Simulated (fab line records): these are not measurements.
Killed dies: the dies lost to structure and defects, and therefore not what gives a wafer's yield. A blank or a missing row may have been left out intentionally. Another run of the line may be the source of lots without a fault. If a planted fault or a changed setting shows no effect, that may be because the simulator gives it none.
fab line records    flow sky130
[record] lots = 6  wafers = 18  lastDay = 50
route steps=708 shown VT_ADJUST_NCORE@125 VT_ADJUST_HVTR@131 PAD_OPEN@708
lots with no fault: from the same line, run without faults
startH: hours from the record's opening day to when the first of the lot's shown wafers began    waitH: hours from the lot's prior step to this one    " repeats the value in the row above    L1.1+2: a single row standing in for several wafers    - no value, or no start was given    * or withheld: withheld    < > ~ a bound
route shown NAME@n: names a module that has steps shown in the file, with the first one's number in the route    usual: mean/standard deviation of fault-free wafers    same: alike in all rows    chamber/n: place in a boat    sites: the reading at each site    _std_site: the standard deviation of these    _edge_site: outer sites' mean less inner sites'    radiusMm: how far each site lies from the wafer's centre    mask NAME#n: copy n    behind: the last tool/chamber to shape the wafer    hold: reason for holding the lot/hours on hold/outcome of the hold    device: names the non-switching transistor (n, p or np)    end of line: the route-end tests of the same wafers    a step with no rows: only its recipe    killed: dies lost to structure and defects at the first sort, not the wafer's yield    map: per-die view of a wafer (x killed, . not killed, _ where there is no die)
set.NAME: the setting as run; set.NAME@STEP: as run at that earlier step    model.NAME: the simulator's own value behind a step, which no gauge read
a table for each step, a row for each wafer; lots at some steps of the route
services: the hour from which a tool's chamber was out of use, counted from the record's first day as startH (under 0 if before that day), plus the number of hours and why
[[steps]]
[step SKY_VT_ADJUST_NCORE_DEVELOP_06]
[recipe] resist = NOVOLAK  developer = TMAH  developTimeS = 57.27  devTempC = 23
[step SKY_VT_ADJUST_NCORE_CD_MEAS_07]
[recipe] targetCdNm = 380
[usual] cdNm = 380.1/3
lot.wafer  tool      chamber  startH  waitH  cdNm
L972.2     cdSem-02  -        195.71  0.1    382.0
L972.4     "         -        "       "      380.1
L972.6     "         -        "       "      383.9
L973.1     cdSem-01  -        199.06  0.1    377.9
L973.3     "         -        "       "      376.5
L973.6     "         -        "       "      377.8
L974.1     cdSem-02  -        208.21  0.1    372.6
L974.4     "         -        "       "      375.6
L974.5     "         -        "       "      375.6
L986.2     cdSem-02  -        293.20  0.1    378.5
L986.3     "         -        "       "      380.2
L986.6     "         -        "       "      378.5
L988.2     cdSem-02  -        310.28  0.1    375.9
L988.4     "         -        "       "      374.2
L988.6     "         -        "       "      374.2
L992.3     cdSem-02  -        341.97  0.1    383.7
L992.4     "         -        "       "      381.2
L992.5     "         -        "       "      382.0
[step SKY_VT_ADJUST_NCORE_OVL_MEAS_08]
[usual] VT_ADJUST_NCORE_OVL = 0.4/1.2
lot.wafer  tool        chamber  startH  waitH  VT_ADJUST_NCORE_OVL[nm]
L972.2     overlay-02  -        195.81  0.1    2.1
L972.4     "           -        "       "      1.9
L972.6     "           -        "       "      1.3
L973.1     overlay-01  -        199.18  0.1    2.0
L973.3     "           -        "       "      2.1
L973.6     "           -        "       "      0.9
L974.1     overlay-01  -        208.33  0.1    0.8
L974.4     "           -        "       "      0.8
L974.5     "           -        "       "      1.1
L986.2     overlay-01  -        293.31  0.1    2.4
L986.3     "           -        "       "      2.3
L986.6     "           -        "       "      1.4
L988.2     overlay-01  -        310.38  0.1    -1.4
L988.4     "           -        "       "      -1.0
L988.6     "           -        "       "      -1.0
L992.3     overlay-01  -        342.06  0.1    0.4
L992.4     "           -        "       "      1.5
L992.5     "           -        "       "      2.2
[step SKY_VT_ADJUST_NCORE_IMPLANT_09]
[recipe] species = B  energyKev = 9.882  doseCm2 = 2.4e+12  tiltDeg = withheld
[step SKY_VT_ADJUST_NCORE_STRIP_10]
[recipe] chemistry = O2/N2  powerW = 1400  pressureMtorr = 1500  platenTempC = withheld  o2FlowSccm = 3000  n2FlowSccm = 300  overashFraction = 0.5
[usual] drypumpMotorCurrentA = 5.7/0.36  oesProductAu = 0.715/0.0047  stripTimeToEndpointS = 14.17/0.034
lot.wafer  tool            chamber  startH  waitH  drypumpMotorCurrentA  oesProductAu  rfHoursCounterH  stripTimeToEndpointS
L972.2     plasmaAsher-01  0        195.99  0.1    5.3                   0.710         7                14.19
L972.4     "               1        "       "      5.8                   0.721         -                14.23
L972.6     "               0        "       "      5.3                   0.716         -                14.17
L973.1     plasmaAsher-03  1        199.36  0.1    5.9                   0.717         52               14.22
L973.3     "               0        "       "      5.8                   0.717         -                14.19
L973.6     "               0        "       "      5.8                   0.724         -                14.21
L974.1     plasmaAsher-03  1        208.51  0.1    6.0                   0.720         53               14.20
L974.4     "               1        "       "      6.0                   0.716         -                14.15
L974.5     "               1        "       "      6.0                   0.712         -                14.13
L986.2     plasmaAsher-01  0        293.49  0.1    5.3                   0.712         17               14.18
L986.3     "               0        "       "      5.3                   0.709         -                14.16
L986.6     "               0        "       "      5.3                   0.711         -                14.14
L988.2     plasmaAsher-04  1        310.56  0.1    5.9                   0.711         48               14.19
L988.4     "               0        "       "      5.0                   0.716         -                14.19
L988.6     "               1        "       "      5.9                   0.713         -                14.22
L992.3     plasmaAsher-03  1        342.27  0.1    6.0                   0.720         -                14.15
L992.4     "               0        "       "      5.8                   0.726         -                14.15
L992.5     "               0        "       "      5.8                   0.716         -                14.20
[step SKY_VT_ADJUST_NCORE_TW_MEAS_11]
[usual] VT_ADJUST_NCORE_TW = 216.6/2.7
lot.wafer  tool          chamber  startH  waitH  VT_ADJUST_NCORE_TW
L972.2     filmMetro-02  -        196.10  0.1    218.0
L972.4     "             -        "       "      218.9
L972.6     "             -        "       "      219.2
L973.1     filmMetro-04  -        199.46  0.1    216.7
L973.3     "             -        "       "      217.6
L973.6     "             -        "       "      216.1
L974.1     filmMetro-04  -        208.61  0.1    215.0
L974.4     "             -        "       "      215.0
L974.5     "             -        "       "      215.6
L986.2     filmMetro-03  -        293.60  0.1    220.0
L986.3     "             -        "       "      219.6
L986.6     "             -        "       "      220.3
L988.2     filmMetro-04  -        310.67  0.1    212.2
L988.4     "             -        "       "      212.3
L988.6     "             -        "       "      214.3
L992.3     filmMetro-03  -        342.36  0.1    218.9
L992.4     "             -        "       "      219.5
L992.5     "             -        "       "      218.9
[step SKY_VT_ADJUST_HVTR_DEHYDRATE_00]
[recipe] tempC = 200  timeS = 60
[step SKY_VT_ADJUST_HVTR_HMDS_01]
[recipe] primeTimeS = 60  primeTempC = 120
[step SKY_VT_ADJUST_HVTR_COAT_02]
[recipe] resist = NOVOLAK  spinRpm = 3000  resistThkNm = 1140
[step SKY_VT_ADJUST_HVTR_SOFTBAKE_03]
[recipe] tempC = 90  timeS = 60  resist = NOVOLAK
[step SKY_VT_ADJUST_HVTR_EXPOSE_04]
[recipe] maskId = HVTRM  targetCdNm = 380  na = 0.6  sourceShape = conventional  sigmaOuter = 0.6  doseMj = 150
[step SKY_VT_ADJUST_HVTR_PEB_05]
[recipe] tempC = withheld  timeS = *  resist = NOVOLAK
[step SKY_VT_ADJUST_HVTR_DEVELOP_06]
[recipe] developTimeS = 60  devTempC = 23
[usual] exhaustPa = 44.9/1  resistLineTempC = 22.99/0.11
lot.wafer  tool           chamber  startH  waitH  exhaustPa  resistLineTempC
L972.2     lithoTrack-04  0        216.88  0.1    44.9       22.94
L972.4     "              0        "       "      44.7       22.99
L972.6     "              0        "       "      44.4       22.95
L973.1     lithoTrack-01  0        221.33  0.1    44.6       23.10
L973.3     "              0        "       "      43.9       23.05
L973.6     "              0        "       "      45.1       22.89
L974.1     lithoTrack-02  0        230.80  0.1    46.1       23.17
L974.4     "              0        "       "      45.3       23.01
L974.5     "              0        "       "      44.6       22.82
L986.2     lithoTrack-04  0        319.23  0.1    44.6       22.97
L986.3     "              0        "       "      45.6       23.01
L986.6     "              0        "       "      44.4       23.02
L988.2     lithoTrack-04  0        336.68  0.1    45.4       23.09
L988.4     "              0        "       "      43.4       23.07
L988.6     "              0        "       "      44.6       23.08
L992.3     lithoTrack-01  0        369.28  0.1    44.6       23.15
L992.4     "              0        "       "      44.2       23.04
L992.5     "              0        "       "      44.4       23.29
[step SKY_VT_ADJUST_HVTR_CD_MEAS_07]
[recipe] targetCdNm = 380
[usual] cdNm = 380.6/2.9
lot.wafer  tool      chamber  startH  waitH  hold                     cdNm
L972.2     cdSem-01  -        217.03  0.1    -                        379.2
L972.4     "         -        "       "      -                        378.0
L972.6     "         -        "       "      -                        377.4
L973.1     cdSem-02  -        221.48  0.1    -                        379.7
L973.3     "         -        "       "      -                        377.4
L973.6     "         -        "       "      -                        379.8
L974.1     cdSem-01  -        230.95  0.1    -                        382.2
L974.4     "         -        "       "      -                        381.1
L974.5     "         -        "       "      -                        381.4
L986.2     cdSem-01  -        319.38  0.1    awaitDispo/0.2h/release  367.7
L986.3     "         -        "       "      awaitDispo/0.2h/release  367.9
L986.6     "         -        "       "      awaitDispo/0.2h/release  367.9
L986.2     cdSem-01  -        319.66  0.3    -                        367.8
L986.3     "         -        "       "      -                        368.2
L986.6     "         -        "       "      -                        367.8
L988.2     cdSem-02  -        336.83  0.1    awaitDispo/0.2h/release  364.7
L988.4     "         -        "       "      awaitDispo/0.2h/release  366.0
L988.6     "         -        "       "      awaitDispo/0.2h/release  367.7
L988.2     cdSem-02  -        337.11  0.3    -                        364.7
L988.4     "         -        "       "      -                        366.0
L988.6     "         -        "       "      -                        367.3
L992.3     cdSem-02  -        369.42  0.1    -                        376.6
L992.4     "         -        "       "      -                        377.2
L992.5     "         -        "       "      -                        380.8
[step SKY_VT_ADJUST_HVTR_OVL_MEAS_08]
[usual] VT_ADJUST_HVTR_OVL = 0.5/1.6
lot.wafer  tool        chamber  startH  waitH  hold                     VT_ADJUST_HVTR_OVL[nm]
L972.2     overlay-01  -        217.13  0.1    -                        0.8
L972.4     "           -        "       "      -                        2.2
L972.6     "           -        "       "      -                        0.1
L973.1     overlay-01  -        221.60  0.1    -                        2.8
L973.3     "           -        "       "      -                        0.8
L973.6     "           -        "       "      -                        2.4
L974.1     overlay-02  -        231.07  0.1    -                        -2.2
L974.4     "           -        "       "      -                        -1.5
L974.5     "           -        "       "      -                        -2.4
L986.2     overlay-02  -        322.44  2.8    awaitDispo/2.7h/release  1.6
L986.3     "           -        "       "      awaitDispo/2.7h/release  0.5
L986.6     "           -        "       "      awaitDispo/2.7h/release  1.2
L988.2     overlay-01  -        343.90  6.8    awaitDispo/6.7h/release  2.2
L988.4     "           -        "       "      awaitDispo/6.7h/release  4.4
L988.6     "           -        "       "      awaitDispo/6.7h/release  3.2
L992.3     overlay-02  -        369.51  0.1    -                        -0.1
L992.4     "           -        "       "      -                        -1.8
L992.5     "           -        "       "      -                        -1.4
[step SKY_PAD_OPEN_PROBE_99]
[usual] killed_at_M0_to_M3 = 43/6.5  killed_at_M4_up = 3.1/1.8  killedAtContacts = 24/4.8  killedAtFrontEnd = 15/4.7  killedAtOther = 0.3/0.58  killedDies = 86/8.6  killedOnRim = 17/4.1  killedOpen = 47/6.7  killedShort = 39/6.1
[same] grossDies = 492  killedAtBackSide = 0
lot.wafer  tool       chamber  startH   waitH  killed_at_M0_to_M3  killed_at_M4_up  killedAtContacts  killedAtFrontEnd  killedAtOther  killedDies  killedOnRim  killedOpen  killedShort
L986.2     prober-02  -        1173.92  0.1    37                  3                23                14                1              78          13           46          32
L986.3     prober-02  -        1173.97  0.2    42                  3                25                21                0              91          21           45          46
L986.6     prober-02  -        1174.12  0.2    50                  3                31                16                0              100         22           57          43
L988.2     prober-02  -        1177.05  0.1    40                  3                24                10                0              77          13           43          34
L988.4     prober-02  -        1177.15  0.2    38                  2                30                17                0              87          10           52          35
L988.6     prober-02  -        1177.25  0.2    43                  6                25                9                 1              84          12           36          48
// killed by level:class
L986.2 CONTACT:geometricParticle:open=10 VIA3:geometricParticle:open=7 LI_CONTACT:geometricParticle:open=6 METAL1:geometricParticle:short=6 VIA1:geometricParticle:short=6 FIELD_ISO:geometricParticle:open=5 VIA1:geometricParticle:open=5 VIA2:geometricParticle:open=5
L986.3 VIA3:geometricParticle:open=9 FIELD_ISO:geometricParticle:short=8 LI_CONTACT:geometricParticle:open=8 VIA2:geometricParticle:open=8 METAL1:geometricParticle:short=7 CONTACT:geometricParticle:open=6 CONTACT:geometricParticle:short=6 VIA1:geometricParticle:open=6
L986.6 VIA1:geometricParticle:open=13 CONTACT:geometricParticle:open=11 VIA2:geometricParticle:open=11 LI_CONTACT:geometricParticle:open=8 METAL3:geometricParticle:short=7 POLY_GATE:geometricParticle:open=5 LI_CONTACT:geometricParticle:short=5 CONTACT:geometricParticle:short=5
L988.2 VIA1:geometricParticle:open=16 CONTACT:geometricParticle:open=10 METAL2:geometricParticle:short=7 LOCAL_INTERCONNECT:geometricParticle:short=5 FIELD_ISO:geometricParticle:open=4 CONTACT:geometricParticle:short=4 METAL3:geometricParticle:short=4 VIA3:geometricParticle:open=4
L988.4 LI_CONTACT:geometricParticle:open=10 VIA1:geometricParticle:open=10 POLY_GATE:geometricParticle:open=7 LI_CONTACT:geometricParticle:short=6 CONTACT:geometricParticle:open=6 METAL1:geometricParticle:open=5 VIA2:geometricParticle:open=4 LOCAL_INTERCONNECT:geometricParticle:short=4
L988.6 METAL2:geometricParticle:short=9 CONTACT:geometricParticle:open=8 VIA3:geometricParticle:open=8 METAL1:geometricParticle:short=7 LI_CONTACT:geometricParticle:short=5 METAL4:geometricParticle:short=5 LOCAL_INTERCONNECT:geometricParticle:short=5 VIA1:geometricParticle:open=5
[[services]]
tool            chamber  startH  hours  kind
plasmaAsher-03  -        261.69  14.6   pm
plasmaAsher-01  -        310.31  49.4   repair
plasmaAsher-01  -        330.98  1.9    repair
[[key]]
[firstSign] step = SKY_VT_ADJUST_HVTR_CD_MEAS_07  reading = visit  direction = added  through = controlLoop
[effect] step = SKY_VT_ADJUST_HVTR_CD_MEAS_07  reading = cdNm  direction = down  sigmas = 4.7  usual = 380.6  struck = 367.0  through = controlLoop
metAt SKY_VT_ADJUST_HVTR_DEVELOP_06
struckWafers L986.2,L986.3,L986.6,L988.2,L988.4,L988.6
testerLeftOut L986,L988
[loopTrim] step = SKY_VT_ADJUST_HVTR_EXPOSE_04  setting = dose  lots = L988
onsetBetween 216.88 319.23
[fault] kind = processParameterDrift  tool = lithoTrack-04  chamber = -  onsetH = 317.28  steps = SKY_VT_ADJUST_HVTR_DEVELOP_06  channel = developTimeS  offset = *  shape = step  endH = 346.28  actsIn = *  stated = *
// testerLeftOut: of these lots the tester's yield and bins aren't shown, on N5 and GAA mostly nor the transistor test; their killed dies are dies lost to structure and defects alone, not to doping, threshold or leakage, so they don't give the yield
// loopTrim: a control loop set the setting to another value than it would have without faults
